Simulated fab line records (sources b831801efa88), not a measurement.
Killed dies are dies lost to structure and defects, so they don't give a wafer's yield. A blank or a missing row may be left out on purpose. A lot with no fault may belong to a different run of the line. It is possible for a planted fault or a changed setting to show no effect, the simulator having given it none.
fab line records	flow gf180mcu	part 1 of 2: steps 1 to 30 of 41
[record] lots = 5	wafers = 15	lastDay = 33
route steps=602 shown NWELL@52 LVPWELL@54 MVSD@66 MVPSD@78 VT_IMPLANT@90
lots with no fault: from the same line, run without faults
startH: hours from the record's opening day to when the first of the lot's shown wafers began	waitH: hours elapsed since this lot's preceding step	" the same as in the row above	L1.1+2: a single row standing in for several wafers	- no value, or no start given	* or withheld: withheld	< > ~ a bound
route shown NAME@n: a module of which the file shows steps, and the number in the route of the first	usual: mean and standard deviation over wafers with no fault	same: alike in all rows	chamber/n: place in a boat	sites: the reading at each site	_std_site: the standard deviation of these	_edge_site: inner sites' mean taken away from outer sites' mean	radiusMm: for every site, how far away it sits from the centre of the wafer	mask NAME#n: copy n	behind: the most recent tool/chamber to have shaped the wafer	hold: the reason the lot was held/the length of the hold in hours/how it ended	device: which transistor (n, p or np) failed to switch	end of line: tests of these same wafers at the route's end	step lacking rows: just its recipe	killed: at the first sort, the dies lost to defects and structure; wafer yield is something else	map: shows each die of a wafer: x if killed, . if not, _ if none is there
set.NAME: the run value of the setting; set.NAME@STEP: its run value at that earlier step	model.NAME: the simulator's own value behind a step, which no gauge read
certain route steps with their lots: each step a table, each wafer a row
services: when a tool's chamber went out of use (startH, in hours from the record's first day, below 0 if earlier), for how many hours, and the reason
[[steps]]
[step GF_NWELL_STRIP_10]
[recipe] chemistry = O2/N2	powerW = 1400	pressureMtorr = 1500	platenTempC = 250	o2FlowSccm = 3000	n2FlowSccm = 300	overashFraction = 0.5
[usual] drypumpMotorCurrentA = 5.7/0.53	heaterPowerW = 316/38	oesProductAu = 0.723/0.005	stripTimeToEndpointS = 36.96/0.092
lot.wafer	tool	chamber	startH	waitH	drypumpMotorCurrentA	heaterPowerW	oesProductAu	rfHoursCounterH	stripTimeToEndpointS
L074.1	plasmaAsher-03	1	58.46	0.1	6.0	306	0.718	45	36.93
L074.5	"	1	"	"	6.0	313	0.719	-	37.03
L074.6	"	0	"	"	5.1	396	0.727	-	37.07
L079.1	plasmaAsher-04	0	85.70	0.1	6.5	330	0.721	41	36.88
L079.2	"	1	"	"	5.4	276	0.724	41	36.91
L079.6	"	1	"	"	5.4	278	0.720	-	36.84
L081.2	plasmaAsher-03	1	98.25	0.1	5.9	301	0.729	50	36.90
L081.4	"	0	"	"	5.2	404	0.719	-	36.85
L081.5	"	0	"	"	5.1	399	0.725	-	36.77
L085.1	plasmaAsher-04	1	118.00	0.1	5.4	276	0.728	45	37.04
L085.2	"	0	"	"	6.5	332	0.721	45	36.93
L085.3	"	0	"	"	6.5	321	0.731	-	36.95
L092.2	plasmaAsher-01	0	154.15	0.1	5.8	305	0.730	4	36.88
L092.5	"	1	"	"	5.1	305	0.726	-	36.84
L092.6	"	0	"	"	5.8	309	0.726	-	36.95
[step GF_NWELL_TW_MEAS_11]
[usual] NWELL_TW = 1580/14
lot.wafer	tool	chamber	startH	waitH	NWELL_TW
L074.1	filmMetro-03	-	58.56	0.1	1607
L074.5	"	-	"	"	1604
L074.6	"	-	"	"	1606
L079.1	filmMetro-04	-	85.80	0.1	1568
L079.2	"	-	"	"	1571
L079.6	"	-	"	"	1567
L081.2	filmMetro-03	-	98.36	0.1	1610
L081.4	"	-	"	"	1609
L081.5	"	-	"	"	1609
L085.1	filmMetro-02	-	118.10	0.1	1573
L085.2	"	-	"	"	1566
L085.3	"	-	"	"	1573
L092.2	filmMetro-03	-	154.26	0.1	1588
L092.5	"	-	"	"	1600
L092.6	"	-	"	"	1594
[step GF_LVPWELL_DEHYDRATE_00]
[recipe] tempC = 200	timeS = 60
[same] timeS = 60
lot.wafer	tool	chamber	startH	waitH
L074.1+5+6	lithoTrack-02	0	64.68	6.1
L079.1+2+6	lithoTrack-04	0	92.12	6.3
L081.2+4+5	lithoTrack-02	0	105.51	7.1
L085.1+2+3	lithoTrack-04	0	124.67	6.6
L092.2+5+6	lithoTrack-02	0	161.41	7.1
[step GF_LVPWELL_HMDS_01]
[recipe] primeTimeS = 60	primeTempC = 120
[same] primeTimeS = 60
lot.wafer	tool	chamber	startH	waitH
L074.1+5+6	lithoTrack-02	0	64.83	0.1
L079.1+2+6	lithoTrack-04	0	92.27	0.1
L081.2+4+5	lithoTrack-02	0	105.66	0.1
L085.1+2+3	lithoTrack-04	0	124.82	0.1
L092.2+5+6	lithoTrack-02	0	161.56	0.1
[step GF_LVPWELL_COAT_02]
[recipe] spinRpm = 2000	resistThkNm = 3000
lot.wafer	tool	chamber	startH	waitH
L074.1+5+6	lithoTrack-02	0	64.98	0.1
L079.1+2+6	lithoTrack-04	0	92.42	0.1
L081.2+4+5	lithoTrack-02	0	105.81	0.1
L085.1+2+3	lithoTrack-04	0	124.97	0.1
L092.2+5+6	lithoTrack-02	0	161.71	0.1
[step GF_LVPWELL_SOFTBAKE_03]
[recipe] tempC = 110	timeS = withheld
lot.wafer	tool	chamber	startH	waitH
L074.1+5+6	lithoTrack-02	0	65.13	0.1
L079.1+2+6	lithoTrack-04	0	92.57	0.1
L081.2+4+5	lithoTrack-02	0	105.97	0.1
L085.1+2+3	lithoTrack-04	0	125.12	0.1
L092.2+5+6	lithoTrack-02	0	161.87	0.1
[step GF_LVPWELL_EXPOSE_04]
[recipe] maskId = LVPWELL	targetCdNm = 600	na = 0.6	sourceShape = conventional	sigmaOuter = 0.6	doseMj = 260
[usual] exposureDoseMJCm2 = 259.92/0.27	focusOffsetNm = -0.2/0.53
lot.wafer	tool	chamber	startH	waitH	mask	exposureDoseMJCm2	focusOffsetNm
L074.1	ilineStepper-01	0	-	-	LVPWELL#0	259.30	-0.3
L074.5	"	0	"	"	LVPWELL#0	259.42	-0.5
L074.6	"	0	"	"	LVPWELL#0	259.79	-0.7
L079.1	ilineStepper-02	0	-	-	LVPWELL#0	259.81	0.1
L079.2	"	0	"	"	LVPWELL#0	260.19	-0.1
L079.6	"	0	"	"	LVPWELL#0	259.97	-0.5
L081.2	ilineStepper-01	0	-	-	LVPWELL#0	259.88	-0.3
L081.4	"	0	"	"	LVPWELL#0	259.69	0.2
L081.5	"	0	"	"	LVPWELL#0	260.07	0.0
L085.1	ilineStepper-02	0	-	-	LVPWELL#0	260.07	0.2
L085.2	"	0	"	"	LVPWELL#0	259.95	-0.4
L085.3	"	0	"	"	LVPWELL#0	259.80	-0.3
L092.2	ilineStepper-01	0	-	-	LVPWELL#0	260.15	0.5
L092.5	"	0	"	"	LVPWELL#0	259.97	-0.1
L092.6	"	0	"	"	LVPWELL#0	259.86	-0.3
[step GF_LVPWELL_PEB_05]
[recipe] tempC = 115	timeS = withheld
lot.wafer	tool	chamber	startH	waitH
L074.1+5+6	lithoTrack-04	0	-	-
L079.1+2+6	lithoTrack-02	0	-	-
L081.2+4+5	lithoTrack-01	0	-	-
L085.1+2+3	lithoTrack-02	0	-	-
L092.2+5+6	lithoTrack-01	0	-	-
[step GF_LVPWELL_DEVELOP_06]
[recipe] wallAngleDeg = 90	developTimeS = 60	devTempC = 23
lot.wafer	tool	chamber	startH	waitH
L074.1+5+6	lithoTrack-04	0	-	-
L079.1+2+6	lithoTrack-02	0	-	-
L081.2+4+5	lithoTrack-01	0	-	-
L085.1+2+3	lithoTrack-02	0	-	-
L092.2+5+6	lithoTrack-01	0	-	-
[step GF_LVPWELL_OVL_MEAS_07]
[usual] LVPWELL_OVL = -1.1/1.4
lot.wafer	tool	chamber	startH	waitH	LVPWELL_OVL[nm]
L074.1	overlay-01	-	71.92	-	-1.0
L074.5	"	-	"	"	-2.5
L074.6	"	-	"	"	-2.3
L079.1	overlay-02	-	99.48	-	-3.5
L079.2	"	-	"	"	-2.1
L079.6	"	-	"	"	-0.1
L081.2	overlay-02	-	112.90	-	0.4
L081.4	"	-	"	"	-3.3
L081.5	"	-	"	"	-0.8
L085.1	overlay-01	-	132.68	-	1.1
L085.2	"	-	"	"	-0.7
L085.3	"	-	"	"	-2.3
L092.2	overlay-01	-	169.75	-	-1.0
L092.5	"	-	"	"	-0.9
L092.6	"	-	"	"	-1.9
[step GF_LVPWELL_IMPLANT_08]
[recipe] species = B	energyKev = 170	doseCm2 = 1.5e+13	tiltDeg = 0
[usual] doseIonsCm2 = 1.5001e+13/1.7e+10	tiltDeg = 0.000/0.016
lot.wafer	tool	chamber	startH	waitH	doseIonsCm2	tiltDeg
L074.1	implanter-02	0	71.95	0.0	1.5042e+13	0.008
L074.5	"	0	"	"	1.5006e+13	-0.012
L074.6	"	0	"	"	1.5037e+13	0.024
L079.1	implanter-01	0	99.52	0.0	1.5012e+13	0.022
L079.2	"	0	"	"	1.5019e+13	-0.015
L079.6	"	0	"	"	1.5021e+13	-0.003
L081.2	implanter-01	0	112.96	0.0	1.4991e+13	0.013
L081.4	"	0	"	"	1.5023e+13	0.023
L081.5	"	0	"	"	1.4991e+13	0.022
L085.1	implanter-02	0	132.72	0.0	1.5034e+13	0.001
L085.2	"	0	"	"	1.4999e+13	-0.004
L085.3	"	0	"	"	1.5024e+13	0.006
L092.2	implanter-04	0	169.81	0.0	1.5012e+13	-0.002
L092.5	"	0	"	"	1.5022e+13	-0.018
L092.6	"	0	"	"	1.5025e+13	-0.005
[step GF_LVPWELL_IMPLANT_09]
[recipe] species = B	energyKev = 60	doseCm2 = 5e+12	tiltDeg = 0
[usual] doseIonsCm2 = 5.001e+12/5.3e+09	tiltDeg = -0.004/0.02
lot.wafer	tool	chamber	startH	waitH	doseIonsCm2	tiltDeg
L074.1	implanter-02	0	72.10	0.1	4.998e+12	-0.016
L074.5	"	0	"	"	5.006e+12	-0.001
L074.6	"	0	"	"	5.001e+12	-0.027
L079.1	implanter-01	0	99.67	0.1	4.996e+12	0.003
L079.2	"	0	"	"	4.996e+12	0.031
L079.6	"	0	"	"	4.997e+12	0.017
L081.2	implanter-01	0	113.11	0.1	4.997e+12	0.004
L081.4	"	0	"	"	4.996e+12	-0.011
L081.5	"	0	"	"	5e+12	-0.025
L085.1	implanter-02	0	132.87	0.1	5.003e+12	0.006
L085.2	"	0	"	"	5.007e+12	0.010
L085.3	"	0	"	"	5.006e+12	0.025
L092.2	implanter-04	0	169.96	0.1	5.001e+12	0.015
L092.5	"	0	"	"	5e+12	0.014
L092.6	"	0	"	"	4.994e+12	0.020
[step GF_LVPWELL_STRIP_10]
[recipe] chemistry = O2/N2	powerW = 1400	pressureMtorr = 1500	platenTempC = 250	o2FlowSccm = 3000	n2FlowSccm = 300	overashFraction = 0.5
[usual] drypumpMotorCurrentA = 5.4/0.47	heaterPowerW = 308/13	oesProductAu = 0.723/0.0046	stripTimeToEndpointS = 36.97/0.12
lot.wafer	tool	chamber	startH	waitH	drypumpMotorCurrentA	heaterPowerW	oesProductAu	rfHoursCounterH	stripTimeToEndpointS
L074.1	plasmaAsher-01	0	72.25	0.1	5.8	320	0.725	40	37.08
L074.5	"	0	"	"	5.8	318	0.719	-	37.00
L074.6	"	1	"	"	5.1	286	0.719	-	37.05
L079.1	plasmaAsher-01	1	99.82	0.1	5.1	293	0.717	42	36.93
L079.2	"	0	"	"	5.8	323	0.730	42	36.97
L079.6	"	1	"	"	5.1	293	0.715	-	36.86
L081.2	plasmaAsher-02	0	113.23	0.1	4.9	318	0.719	30	36.75
L081.4	"	0	"	"	4.9	320	0.720	-	36.84
L081.5	"	1	"	"	5.8	299	0.717	-	36.90
L085.1	plasmaAsher-02	0	133.02	0.1	4.8	322	0.726	32	37.10
L085.2	"	1	"	"	5.8	296	0.724	32	37.02
L085.3	"	0	"	"	4.8	317	0.726	-	37.12
L092.2	plasmaAsher-02	1	170.08	0.1	5.8	300	0.715	36	36.95
L092.5	"	1	"	"	5.8	302	0.718	-	36.93
L092.6	"	0	"	"	4.8	325	0.731	-	36.90
[step GF_LVPWELL_TW_MEAS_11]
[usual] LVPWELL_TW = 566/5.1
lot.wafer	tool	chamber	startH	waitH	LVPWELL_TW
L074.1	filmMetro-04	-	72.35	0.1	563
L074.5	"	-	"	"	562
L074.6	"	-	"	"	560
L079.1	filmMetro-02	-	99.92	0.1	556
L079.2	"	-	"	"	558
L079.6	"	-	"	"	558
L081.2	filmMetro-03	-	113.34	0.1	571
L081.4	"	-	"	"	572
L081.5	"	-	"	"	568
L085.1	filmMetro-04	-	133.12	0.1	559
L085.2	"	-	"	"	560
L085.3	"	-	"	"	559
L092.2	filmMetro-04	-	170.19	0.1	558
L092.5	"	-	"	"	557
L092.6	"	-	"	"	560
[step GF_MVSD_DEHYDRATE_00]
[recipe] tempC = 200	timeS = 60
[same] timeS = 60
lot.wafer	tool	chamber	startH	waitH
L074.1+5+6	lithoTrack-01	0	78.40	6.0
L079.1+2+6	lithoTrack-01	0	106.85	6.9
L081.2+4+5	lithoTrack-04	0	120.04	6.7
L085.1+2+3	lithoTrack-04	0	139.87	6.7
L092.2+5+6	lithoTrack-01	0	177.62	7.4
[step GF_MVSD_HMDS_01]
[recipe] primeTimeS = 60	primeTempC = 120
[same] primeTimeS = 60
lot.wafer	tool	chamber	startH	waitH
L074.1+5+6	lithoTrack-01	0	78.55	0.1
L079.1+2+6	lithoTrack-01	0	107.00	0.1
L081.2+4+5	lithoTrack-04	0	120.19	0.1
L085.1+2+3	lithoTrack-04	0	140.02	0.1
L092.2+5+6	lithoTrack-01	0	177.77	0.1
[step GF_MVSD_COAT_02]
[recipe] spinRpm = 2000	resistThkNm = 3000
lot.wafer	tool	chamber	startH	waitH
L074.1+5+6	lithoTrack-01	0	78.70	0.1
L079.1+2+6	lithoTrack-01	0	107.15	0.1
L081.2+4+5	lithoTrack-04	0	120.34	0.1
L085.1+2+3	lithoTrack-04	0	140.17	0.1
L092.2+5+6	lithoTrack-01	0	177.92	0.1
[step GF_MVSD_SOFTBAKE_03]
[recipe] tempC = 110	timeS = withheld
lot.wafer	tool	chamber	startH	waitH
L074.1+5+6	lithoTrack-01	0	78.85	0.1
L079.1+2+6	lithoTrack-01	0	107.30	0.1
L081.2+4+5	lithoTrack-04	0	120.50	0.1
L085.1+2+3	lithoTrack-04	0	140.32	0.1
L092.2+5+6	lithoTrack-01	0	178.08	0.1
[step GF_MVSD_EXPOSE_04]
[recipe] maskId = MVSD	targetCdNm = 1000	na = 0.6	sourceShape = conventional	sigmaOuter = 0.6	doseMj = 260
[usual] exposureDoseMJCm2 = 259.97/0.25	focusOffsetNm = 0.0/0.54
lot.wafer	tool	chamber	startH	waitH	mask	exposureDoseMJCm2	focusOffsetNm
L074.1	ilineStepper-02	0	-	-	MVSD#0	259.52	0.1
L074.5	"	0	"	"	MVSD#0	259.90	-0.9
L074.6	"	0	"	"	MVSD#0	259.83	-0.5
L079.1	ilineStepper-01	0	-	-	MVSD#0	259.95	0.2
L079.2	"	0	"	"	MVSD#0	260.19	-1.0
L079.6	"	0	"	"	MVSD#0	260.01	0.3
L081.2	ilineStepper-02	0	-	-	MVSD#0	259.72	-0.5
L081.4	"	0	"	"	MVSD#0	259.93	-1.0
L081.5	"	0	"	"	MVSD#0	259.93	-0.2
L085.1	ilineStepper-02	0	-	-	MVSD#0	259.52	-0.2
L085.2	"	0	"	"	MVSD#0	259.74	-0.2
L085.3	"	0	"	"	MVSD#0	259.52	0.7
L092.2	ilineStepper-02	0	-	-	MVSD#0	260.21	0.0
L092.5	"	0	"	"	MVSD#0	259.87	0.2
L092.6	"	0	"	"	MVSD#0	259.95	0.2
[step GF_MVSD_PEB_05]
[recipe] tempC = 115	timeS = withheld
lot.wafer	tool	chamber	startH	waitH
L074.1+5+6	lithoTrack-04	0	-	-
L079.1+2+6	lithoTrack-03	0	-	-
L081.2+4+5	lithoTrack-04	0	-	-
L085.1+2+3	lithoTrack-04	0	-	-
L092.2+5+6	lithoTrack-04	0	-	-
[step GF_MVSD_DEVELOP_06]
[recipe] wallAngleDeg = 90	developTimeS = 60	devTempC = 23
lot.wafer	tool	chamber	startH	waitH
L074.1+5+6	lithoTrack-04	0	-	-
L079.1+2+6	lithoTrack-03	0	-	-
L081.2+4+5	lithoTrack-04	0	-	-
L085.1+2+3	lithoTrack-04	0	-	-
L092.2+5+6	lithoTrack-04	0	-	-
[step GF_MVSD_OVL_MEAS_07]
[usual] MVSD_OVL = -0.7/1.4
lot.wafer	tool	chamber	startH	waitH	MVSD_OVL[nm]
L074.1	overlay-01	-	85.62	-	-0.6
L074.5	"	-	"	"	-2.4
L074.6	"	-	"	"	1.2
L079.1	overlay-01	-	114.22	-	0.5
L079.2	"	-	"	"	-2.1
L079.6	"	-	"	"	0.4
L081.2	overlay-02	-	127.87	-	-0.1
L081.4	"	-	"	"	-2.4
L081.5	"	-	"	"	-1.2
L085.1	overlay-01	-	147.77	-	-1.7
L085.2	"	-	"	"	-2.4
L085.3	"	-	"	"	-0.9
L092.2	overlay-01	-	186.17	-	2.2
L092.5	"	-	"	"	0.6
L092.6	"	-	"	"	1.3
[step GF_MVSD_IMPLANT_08]
[recipe] species = P	energyKev = 400	doseCm2 = 1.6e+13	tiltDeg = 0
[usual] doseIonsCm2 = 1.6004e+13/1.8e+10	tiltDeg = -0.001/0.024
lot.wafer	tool	chamber	startH	waitH	doseIonsCm2	tiltDeg
L074.1	implanter-03	0	85.65	0.0	1.6006e+13	0.007
L074.5	"	0	"	"	1.5995e+13	-0.021
L074.6	"	0	"	"	1.6027e+13	0.015
L079.1	implanter-03	0	114.25	0.0	1.604e+13	-0.005
L079.2	"	0	"	"	1.6045e+13	0.008
L079.6	"	0	"	"	1.6028e+13	-0.007
L081.2	implanter-04	0	127.93	0.0	1.6029e+13	-0.016
L081.4	"	0	"	"	1.601e+13	-0.029
L081.5	"	0	"	"	1.6025e+13	-0.020
L085.1	implanter-04	0	147.80	0.0	1.5991e+13	0.019
L085.2	"	0	"	"	1.6002e+13	0.002
L085.3	"	0	"	"	1.599e+13	0.037
L092.2	implanter-03	0	186.23	0.0	1.6017e+13	-0.004
L092.5	"	0	"	"	1.6027e+13	-0.031
L092.6	"	0	"	"	1.6011e+13	-0.028
[step GF_MVSD_IMPLANT_09]
[recipe] species = P	energyKev = 100	doseCm2 = 5e+12	tiltDeg = 0
[usual] doseIonsCm2 = 5e+12/5e+09	tiltDeg = 0.001/0.02
lot.wafer	tool	chamber	startH	waitH	doseIonsCm2	tiltDeg
L074.1	implanter-03	0	85.80	0.1	5.007e+12	0.009
L074.5	"	0	"	"	5.001e+12	-0.007
L074.6	"	0	"	"	5.001e+12	0.024
L079.1	implanter-03	0	114.40	0.1	5.005e+12	0.022
L079.2	"	0	"	"	5.002e+12	0.014
L079.6	"	0	"	"	5.006e+12	0.031
L081.2	implanter-04	0	128.08	0.1	5.001e+12	0.003
L081.4	"	0	"	"	4.994e+12	-0.013
L081.5	"	0	"	"	4.998e+12	0.009
L085.1	implanter-04	0	147.95	0.1	5.002e+12	-0.024
L085.2	"	0	"	"	5.001e+12	0.003
L085.3	"	0	"	"	4.991e+12	-0.009
L092.2	implanter-03	0	186.38	0.1	5e+12	0.050
L092.5	"	0	"	"	4.995e+12	0.008
L092.6	"	0	"	"	4.994e+12	0.035
[step GF_MVSD_STRIP_10]
[recipe] chemistry = O2/N2	powerW = 1400	pressureMtorr = 1500	platenTempC = 250	o2FlowSccm = 3000	n2FlowSccm = 300	overashFraction = 0.5
[usual] drypumpMotorCurrentA = 5.4/0.46	heaterPowerW = 322/34	oesProductAu = 0.723/0.0046	stripTimeToEndpointS = 36.97/0.1
lot.wafer	tool	chamber	startH	waitH	drypumpMotorCurrentA	heaterPowerW	oesProductAu	rfHoursCounterH	stripTimeToEndpointS
L074.1	plasmaAsher-03	1	85.95	0.1	6.0	311	0.717	48	37.02
L074.5	"	1	"	"	6.0	310	0.720	-	37.11
L074.6	"	0	"	"	5.1	407	0.726	-	37.01
L079.1	plasmaAsher-02	1	114.55	0.1	5.8	304	0.719	31	36.90
L079.2	"	0	"	"	4.9	319	0.723	31	36.94
L079.6	"	0	"	"	4.8	319	0.718	-	37.01
L081.2	plasmaAsher-03	1	128.20	0.1	6.1	303	0.726	53	36.92
L081.4	"	0	"	"	5.1	405	0.728	-	36.82
L081.5	"	0	"	"	5.1	414	0.711	-	36.79
L085.1	plasmaAsher-01	1	148.10	0.1	5.1	290	0.715	3	37.04
L085.2	"	0	"	"	5.8	310	0.727	3	37.11
L085.3	"	1	"	"	5.1	292	0.719	-	37.00
L092.2	plasmaAsher-03	0	186.50	0.1	5.1	402	0.719	59	36.95
L092.5	"	1	"	"	6.0	306	0.715	-	36.97
L092.6	"	0	"	"	5.1	409	0.724	-	37.02
[step GF_MVSD_TW_MEAS_11]
[usual] MVSD_TW = 1589/17
lot.wafer	tool	chamber	startH	waitH	MVSD_TW
L074.1	filmMetro-02	-	86.05	0.1	1579
L074.5	"	-	"	"	1575
L074.6	"	-	"	"	1574
L079.1	filmMetro-04	-	114.65	0.1	1566
L079.2	"	-	"	"	1567
L079.6	"	-	"	"	1569
L081.2	filmMetro-03	-	128.31	0.1	1604
L081.4	"	-	"	"	1601
L081.5	"	-	"	"	1605
L085.1	filmMetro-04	-	148.20	0.1	1577
L085.2	"	-	"	"	1583
L085.3	"	-	"	"	1573
L092.2	filmMetro-04	-	186.61	0.1	1581
L092.5	"	-	"	"	1587
L092.6	"	-	"	"	1578
[step GF_MVPSD_DEHYDRATE_00]
[recipe] tempC = 200	timeS = 60
[same] timeS = 60
lot.wafer	tool	chamber	startH	waitH
L074.1+5+6	lithoTrack-01	0	92.35	6.3
L079.1+2+6	lithoTrack-03	0	121.27	6.6
L081.2+4+5	lithoTrack-03	0	135.24	6.9
L085.1+2+3	lithoTrack-02	0	155.33	7.1
L092.2+5+6	lithoTrack-03	0	194.84	8.2
[step GF_MVPSD_HMDS_01]
[recipe] primeTimeS = 60	primeTempC = 120
[same] primeTimeS = 60
lot.wafer	tool	chamber	startH	waitH
L074.1+5+6	lithoTrack-01	0	92.50	0.1
L079.1+2+6	lithoTrack-03	0	121.42	0.1
L081.2+4+5	lithoTrack-03	0	135.39	0.1
L085.1+2+3	lithoTrack-02	0	155.48	0.1
L092.2+5+6	lithoTrack-03	0	194.99	0.1
[step GF_MVPSD_COAT_02]
[recipe] spinRpm = 2000	resistThkNm = 3000
lot.wafer	tool	chamber	startH	waitH
L074.1+5+6	lithoTrack-01	0	92.65	0.1
L079.1+2+6	lithoTrack-03	0	121.57	0.1
L081.2+4+5	lithoTrack-03	0	135.54	0.1
L085.1+2+3	lithoTrack-02	0	155.63	0.1
L092.2+5+6	lithoTrack-03	0	195.14	0.1
[step GF_MVPSD_SOFTBAKE_03]
[recipe] tempC = 110	timeS = withheld
lot.wafer	tool	chamber	startH	waitH
L074.1+5+6	lithoTrack-01	0	92.80	0.1
L079.1+2+6	lithoTrack-03	0	121.72	0.1
L081.2+4+5	lithoTrack-03	0	135.70	0.1
L085.1+2+3	lithoTrack-02	0	155.78	0.1
L092.2+5+6	lithoTrack-03	0	195.30	0.1
